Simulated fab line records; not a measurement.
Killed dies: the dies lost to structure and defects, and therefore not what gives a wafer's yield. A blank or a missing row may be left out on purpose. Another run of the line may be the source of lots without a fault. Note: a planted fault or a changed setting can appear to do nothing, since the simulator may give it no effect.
fab line records | flow sfqLine
[record] lots = 14 wafers = 42 lastDay = 100
route steps=325 shown M1@59 R5@223 M6@261 I7@298
lots with no fault: from the same line, run without faults
startH: start of the lot's first displayed wafer, in hours after the record's first day | waitH: hours elapsed since this lot's preceding step | " repeats the value in the row above | L1.1+2: one row covering several wafers at once | - value missing, or start not given | * or withheld: withheld | < > ~ a bound
route shown NAME@n: NAME is a module with steps in the file, n the number in the route of the first one | usual: average and standard deviation across the fault-free wafers | same: alike in all rows | chamber/n: place in a boat | sites: per-site readings | _std_site: the values' standard deviation | _edge_site: inner sites' mean taken away from outer sites' mean | radiusMm: for every site, how far away it sits from the centre of the wafer | mask NAME#n: copy n | behind: the last tool/chamber to shape the wafer | hold: the reason the lot was held/the length of the hold in hours/how it ended | device: transistor that didn't switch, given as n, p or np | end of line: tests of these same wafers at the route's end | step lacking rows: just its recipe | killed: dies that structure and defects cost at the first sort, which is not the same as the wafer's yield | map: the dies of a wafer, with x for killed, . for not killed, _ for no die there
set.NAME: the run value of the setting; set.NAME@STEP: its run value at that earlier step | model.NAME: the simulator's own value behind a step, which no gauge read
the route's steps for a sample of lots (tables are steps, rows are wafers)
services: the hour from which a tool's chamber was out of use, counted from the record's first day as startH (under 0 if before that day), plus the number of hours and why
[[steps]]
[step SFQ_TRILAYER_M1_DEP_SPUTTER_037]
[recipe] material = Nb basePressurePa = 1.33e-06 chamberPressurePa = 0.1333 substrateTempC = 20 resputterCathodeVoltageV = 400 targetThkNm = 200 powerW = 2000 timeS = 133.3
[usual] basePressurePa = 1.34e-06/8.9e-08 cathodeDcPowerW = 2000.1/0.34 substrateTempC = 20.02/0.11 throttleValvePct = 30.2/1
// columns lot.wafer tool chamber startH waitH basePressurePa cathodeDcPowerW substrateTempC throttleValvePct
L142.1 pvdSputter-03 - 401.37 0.0 1.32e-06 1999.9 19.95 31.0
L142.2 " - " " 1.36e-06 2000.0 20.04 30.3
L142.3 " - " " 1.41e-06 2000.1 20.09 29.7
L143.1 pvdSputter-03 - 424.17 0.0 1.38e-06 2000.2 20.15 30.9
L143.3 " - " " 1.26e-06 1999.3 20.07 29.5
L143.5 " - " " 1.47e-06 2000.0 19.85 29.7
L144.2 pvdSputter-03 - 428.37 0.0 1.21e-06 1999.7 19.86 30.2
L144.4 " - " " 1.35e-06 2000.2 20.09 30.6
L144.6 " - " " 1.34e-06 2000.2 20.01 29.4
L145.2 pvdSputter-03 - 434.50 0.0 1.29e-06 2000.2 20.07 29.6
L145.3 " - " " 1.32e-06 1999.4 20.12 31.1
L145.6 " - " " 1.3e-06 2000.0 20.13 30.6
L146.2 pvdSputter-06 - 451.44 0.0 1.23e-06 2000.6 20.02 32.7
L146.4 " - " " 1.39e-06 1999.7 19.99 29.0
L146.6 " - " " 1.21e-06 1999.3 20.05 29.3
L148.1 pvdSputter-03 - 487.44 0.0 1.24e-06 2000.0 20.13 29.6
L148.4 " - " " 1.33e-06 1999.5 20.19 30.7
L148.5 " - " " 1.52e-06 1999.9 19.90 30.2
L149.1 pvdSputter-06 - 495.86 0.0 1.27e-06 1999.7 20.13 30.4
L149.3 " - " " 1.36e-06 1999.8 20.03 29.5
L149.5 " - " " 1.44e-06 2000.3 20.06 29.3
L151.3 pvdSputter-06 - 516.42 0.0 1.52e-06 2000.4 20.19 29.5
L151.4 " - " " 1.55e-06 2000.5 20.08 30.4
L151.6 " - " " 1.56e-06 2000.1 20.00 32.8
L154.1 pvdSputter-06 - 543.84 0.0 1.47e-06 2000.3 19.82 32.7
L154.3 " - " " 1.33e-06 2000.7 20.06 29.5
L154.5 " - " " 1.37e-06 2000.1 19.98 32.7
L160.3 pvdSputter-04 - 595.82 0.0 1.46e-06 1999.8 19.90 29.4
L160.5 " - " " 1.32e-06 2000.0 20.07 29.0
L160.6 " - " " 1.44e-06 2000.1 20.09 30.5
L162.3 pvdSputter-04 - 604.51 0.0 1.35e-06 2000.0 20.09 29.5
L162.4 " - " " 1.36e-06 2000.1 20.00 30.5
L162.6 " - " " 1.31e-06 2000.0 20.31 28.8
L163.2 pvdSputter-06 - 610.68 0.0 1.25e-06 2000.2 20.04 29.7
L163.3 " - " " 1.6e-06 1999.9 19.95 29.3
L163.4 " - " " 1.26e-06 1999.9 19.81 32.5
L164.1 pvdSputter-06 - 630.58 0.0 1.41e-06 1999.4 19.87 29.7
L164.4 " - " " 1.24e-06 2000.4 20.00 32.5
L164.5 " - " " 1.22e-06 2000.1 20.16 30.4
L165.1 pvdSputter-03 - 639.96 0.0 1.39e-06 2000.0 20.10 29.6
L165.3 " - " " 1.29e-06 1999.8 20.20 30.8
L165.6 " - " " 1.34e-06 2000.1 19.99 30.6
[step SFQ_M1_RS_MEAS_909]
[recipe] thkMeasGauge = four-point-probe reads = Nb_of_TRILAYER_M1_DEP_SPUTTER_037
[usual] M1_NB_RS = 0.888/0.0097
// columns lot.wafer tool chamber startH waitH M1_NB_RS[ohm/sq]
L142.1 filmMetro-03 - 401.47 0.1 0.870
L142.2 " - " " 0.888
L142.3 " - " " 0.875
L143.1 filmMetro-01 - 424.27 0.1 0.883
L143.3 " - " " 0.890
L143.5 " - " " 0.885
L144.2 filmMetro-01 - 428.49 0.1 0.885
L144.4 " - " " 0.887
L144.6 " - " " 0.882
L145.2 filmMetro-03 - 434.63 0.1 0.876
L145.3 " - " " 0.872
L145.6 " - " " 0.881
L146.2 filmMetro-01 - 451.55 0.1 0.888
L146.4 " - " " 0.896
L146.6 " - " " 0.896
L148.1 filmMetro-03 - 487.53 0.0 0.880
L148.4 " - " " 0.897
L148.5 " - " " 0.898
L149.1 filmMetro-01 - 495.95 0.0 0.893
L149.3 " - " " 0.887
L149.5 " - " " 0.891
L151.3 filmMetro-01 - 516.55 0.1 0.929
L151.4 " - " " 0.940
L151.6 " - " " 0.942
L154.1 filmMetro-04 - 543.93 0.0 0.956
L154.3 " - " " 0.952
L154.5 " - " " 0.954
L160.3 filmMetro-01 - 595.95 0.1 0.900
L160.5 " - " " 0.905
L160.6 " - " " 0.899
L162.3 filmMetro-03 - 604.64 0.1 0.902
L162.4 " - " " 0.903
L162.6 " - " " 0.900
L163.2 filmMetro-01 - 610.80 0.1 0.882
L163.3 " - " " 0.880
L163.4 " - " " 0.881
L164.1 filmMetro-03 - 630.68 0.0 0.866
L164.4 " - " " 0.871
L164.5 " - " " 0.870
L165.1 filmMetro-04 - 640.05 0.0 0.879
L165.3 " - " " 0.878
L165.6 " - " " 0.894
[step SFQ_TRILAYER_M1_ETCH_METAL_ETCH_042]
[recipe] target = Nb stopOn = SiO2 maskMaterial = PR chemistry = Cl2/Ar targetDepthNm = 240 icpW = 600 biasW = 80 pressureMtorr = 10 timeS = 120
[usual] drypumpMotorCurrentA = 6.0/0.47 heBacksideLeakSccm = 3.5/0.34 oesProductAu = 0.895/0.0073
// columns lot.wafer tool chamber startH waitH drypumpMotorCurrentA heBacksideLeakSccm oesProductAu rfHoursCounterH
L142.1 rieMetal-02 1 552.67 0.0 6.3 3.3 0.904 136
L142.2 " 0 " " 5.6 3.5 0.890 92
L142.3 " 1 " " 6.3 3.4 0.898 -
L143.1 rieMetal-03 0 584.12 0.0 6.0 3.7 0.898 41
L143.3 " 0 " " 6.0 3.7 0.898 -
L143.5 " 0 " " 6.0 3.7 0.896 -
L144.2 rieMetal-03 0 588.92 0.0 6.0 3.5 0.893 41
L144.4 " 0 " " 6.0 3.6 0.899 -
L144.6 " 0 " " 6.0 3.7 0.900 -
L145.2 rieMetal-04 0 596.12 0.0 6.7 3.7 0.906 144
L145.3 " 0 " " 6.7 3.9 0.905 -
L145.6 " 0 " " 6.7 3.7 0.900 -
L146.2 rieMetal-04 1 604.81 0.0 6.1 3.6 0.895 27
L146.4 " 0 " " 6.7 3.5 0.890 -
L146.6 " 1 " " 6.1 3.5 0.898 -
L148.1 rieMetal-04 1 649.92 0.1 6.1 3.5 0.895 36
L148.4 " 1 " " 6.1 3.4 0.889 -
L148.5 " 1 " " 6.1 3.5 0.892 -
L149.1 rieMetal-02 0 655.86 0.0 5.6 3.6 0.885 106
L149.3 " 0 " " 5.6 3.6 0.902 -
L149.5 " 1 " " 6.4 3.4 0.894 -
L151.3 rieMetal-04 0 677.50 0.1 6.7 3.4 0.875 -
L151.4 " 1 " " 6.1 3.5 0.871 -
L151.6 " 0 " " 6.7 3.5 0.863 -
L154.1 rieMetal-04 0 701.46 0.0 6.7 3.5 0.856 8
L154.3 " 1 " " 6.1 3.7 0.855 -
L154.5 " 1 " " 6.1 3.7 0.863 -
L160.3 rieMetal-04 0 765.44 0.1 6.7 3.4 0.894 -
L160.5 " 0 " " 6.7 3.4 0.888 -
L160.6 " 1 " " 6.1 3.6 0.886 -
L162.3 rieMetal-02 0 772.90 0.1 5.6 3.6 0.896 -
L162.4 " 1 " " 6.3 3.3 0.886 -
L162.6 " 1 " " 6.4 3.3 0.879 -
L163.2 rieMetal-04 0 778.99 0.0 6.7 3.6 0.908 19
L163.3 " 0 " " 6.7 3.4 0.891 -
L163.4 " 1 " " 6.1 3.6 0.897 -
L164.1 rieMetal-03 0 791.74 0.0 6.0 3.6 0.910 49
L164.4 " 0 " " 6.0 3.6 0.903 -
L164.5 " 1 " " 5.2 3.2 0.905 -
L165.1 rieMetal-02 0 797.74 0.0 5.6 3.7 0.902 128
L165.3 " 0 " " 5.6 3.6 0.892 -
L165.6 " 0 " " 5.6 3.5 0.894 -
[step SFQ_R5_OVL_MEAS_935]
[usual] R5_OVL = 0/6.1
// columns lot.wafer tool chamber startH waitH R5_OVL[nm]
L142.1 overlay-02 - 1575.85 0.1 -6
L142.2 " - " " 1
L142.3 " - " " -5
L143.1 overlay-01 - 1592.65 0.1 7
L143.3 " - " " 8
L143.5 " - " " 7
L144.2 overlay-01 - 1601.05 0.1 -1
L144.4 " - " " -6
L144.6 " - " " -8
L145.2 overlay-02 - 1607.05 0.1 -4
L145.3 " - " " -3
L145.6 " - " " 1
L146.2 overlay-01 - 1608.79 0.1 6
L146.4 " - " " 11
L146.6 " - " " 6
L148.1 overlay-02 - 1643.78 0.1 14
L148.4 " - " " 4
L148.5 " - " " 10
L149.1 overlay-01 - 1652.75 0.1 -1
L149.3 " - " " -4
L149.5 " - " " -1
L151.3 overlay-01 - 1658.76 0.1 -5
L151.4 " - " " 3
L151.6 " - " " 2
L154.1 overlay-02 - 1667.07 0.1 4
L154.3 " - " " 3
L154.5 " - " " 8
L160.3 overlay-02 - 1814.68 0.1 0
L160.5 " - " " -2
L160.6 " - " " 2
L162.3 overlay-01 - 1825.48 0.1 -6
L162.4 " - " " 0
L162.6 " - " " -1
L163.2 overlay-01 - 1830.28 0.1 1
L163.3 " - " " -2
L163.4 " - " " 5
L164.1 overlay-01 - 1831.47 0.1 -6
L164.4 " - " " -2
L164.5 " - " " -6
L165.1 overlay-01 - 1857.92 0.1 3
L165.3 " - " " 4
L165.6 " - " " 2
[step SFQ_M6_OVL_MEAS_940]
[usual] M6_OVL = 1/6
// columns lot.wafer tool chamber startH waitH M6_OVL[nm]
L142.1 overlay-01 - 1791.86 0.1 6
L142.2 " - " " 3
L142.3 " - " " -1
L143.1 overlay-01 - 1821.87 0.1 18
L143.3 " - " " 8
L143.5 " - " " 9
L144.2 overlay-01 - 1824.28 0.1 -2
L144.4 " - " " 2
L144.6 " - " " -3
L145.2 overlay-01 - 1826.68 0.1 6
L145.3 " - " " 1
L145.6 " - " " 3
L146.2 overlay-01 - 1829.08 0.1 4
L146.4 " - " " 8
L146.6 " - " " 1
L148.1 overlay-01 - 1906.05 0.1 -8
L148.4 " - " " -3
L148.5 " - " " -3
L149.1 overlay-02 - 1908.45 0.1 -15
L149.3 " - " " -8
L149.5 " - " " -8
L151.3 overlay-01 - 1938.58 0.1 3
L151.4 " - " " 0
L151.6 " - " " 0
L154.1 overlay-01 - 2008.52 0.1 3
L154.3 " - " " 4
L154.5 " - " " 0
L160.3 overlay-02 - 2050.33 0.1 4
L160.5 " - " " 5
L160.6 " - " " 11
L162.3 overlay-02 - 2052.73 0.1 5
L162.4 " - " " 8
L162.6 " - " " 2
L163.2 overlay-01 - 2073.32 0.1 -10
L163.3 " - " " -2
L163.4 " - " " -8
L164.1 overlay-01 - 2074.51 0.1 -4
L164.4 " - " " -4
L164.5 " - " " -5
L165.1 overlay-01 - 2075.71 0.1 5
L165.3 " - " " 0
L165.6 " - " " -2
[step SFQ_I7_BOW_MEAS_946]
[recipe] mode = bow
[usual] I7_BOW = 10/11
// columns lot.wafer tool chamber startH waitH I7_BOW[um]
L142.1 filmMetro-04 - 1914.92 2.5 -10
L142.2 " - " " 5
L142.3 " - " " -2
L143.1 filmMetro-02 - 1945.64 1.5 3
L143.3 " - " " -4
L143.5 " - " " -1
L144.2 filmMetro-01 - 1946.26 2.5 17
L144.4 " - " " 6
L144.6 " - " " 2
L145.2 filmMetro-04 - 1948.66 1.0 -3
L145.3 " - " " 5
L145.6 " - " " 9
L146.2 filmMetro-02 - 1953.05 1.5 13
L146.4 " - " " 16
L146.6 " - " " 5
L148.1 filmMetro-04 - 2030.35 2.0 25
L148.4 " - " " 15
L148.5 " - " " 26
L149.1 filmMetro-02 - 2114.72 1.0 3
L149.3 " - " " 1
L149.5 " - " " 1
L151.3 filmMetro-01 - 2151.76 1.0 12
L151.4 " - " " 4
L151.6 " - " " -3
L154.1 filmMetro-04 - 2181.44 2.0 34
L154.3 " - " " 37
L154.5 " - " " 31
L160.3 filmMetro-02 - 2215.12 1.0 18
L160.5 " - " " 15
L160.6 " - " " -4
L162.3 filmMetro-04 - 2220.07 2.0 -2
L162.4 " - " " -5
L162.6 " - " " -5
L163.2 filmMetro-02 - 2236.51 2.5 -2
L163.3 " - " " 1
L163.4 " - " " -1
L164.1 filmMetro-04 - 2241.47 2.5 6
L164.4 " - " " 7
L164.5 " - " " 1
L165.1 filmMetro-01 - 2248.67 1.5 12
L165.3 " - " " 9
L165.6 " - " " 12
[[services]]
// columns tool chamber startH hours kind
pvdSputter-06 - 390.23 3.6 repair
rieMetal-03 0 393.55 15.6 repair
pvdSputter-03 - 402.92 2.2 repair
pvdSputter-06 - 421.50 5.3 repair
rieMetal-03 1 425.89 24.6 repair
rieMetal-04 1 449.75 16.4 repair
pvdSputter-06 - 496.22 6.8 repair
rieMetal-04 - 516.01 0.2 repair
rieMetal-02 1 525.87 8.2 repair
pvdSputter-03 - 531.68 1.5 repair
rieMetal-04 1 550.33 1.0 repair
rieMetal-03 0 591.17 129.4 repair
pvdSputter-03 - 600.86 3.4 repair
pvdSputter-06 - 612.21 8.9 repair
rieMetal-04 - 643.40 0.5 repair
rieMetal-02 - 673.39 1.9 repair
pvdSputter-04 - 686.31 5.0 repair
rieMetal-02 1 686.46 5.0 repair
rieMetal-03 1 698.54 26.8 repair
rieMetal-03 - 720.57 14.6 pm
pvdSputter-06 - 753.96 0.5 repair
pvdSputter-06 - 770.04 3.8 repair
rieMetal-03 - 789.94 1.3 repair
rieMetal-02 - 794.30 0.2 repair
[[key]]
[firstSign] step = SFQ_M1_RS_MEAS_909 reading = M1_NB_RS direction = up sigmas = 5.9 usual = 0.888 struck = 0.946
[effect] step = SFQ_TRILAYER_M1_ETCH_METAL_ETCH_042 reading = oesProductAu direction = down sigmas = 4.3 usual = 0.895 struck = 0.864
metAt SFQ_TRILAYER_M1_DEP_SPUTTER_037
struckLots L151,L154
notActingAt SFQ_R5_OVL_MEAS_935,SFQ_M6_OVL_MEAS_940,SFQ_I7_BOW_MEAS_946
onsetBetween 495.86 516.42
[fault] kind = processParameterDrift tool = pvdSputter-06 chamber = - onsetH = 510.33 steps = SFQ_TRILAYER_M1_DEP_SPUTTER_037 channel = targetThkNm offset = -13.524 shape = step endH = 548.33 actsIn = theseRecipesOnly stated = 200
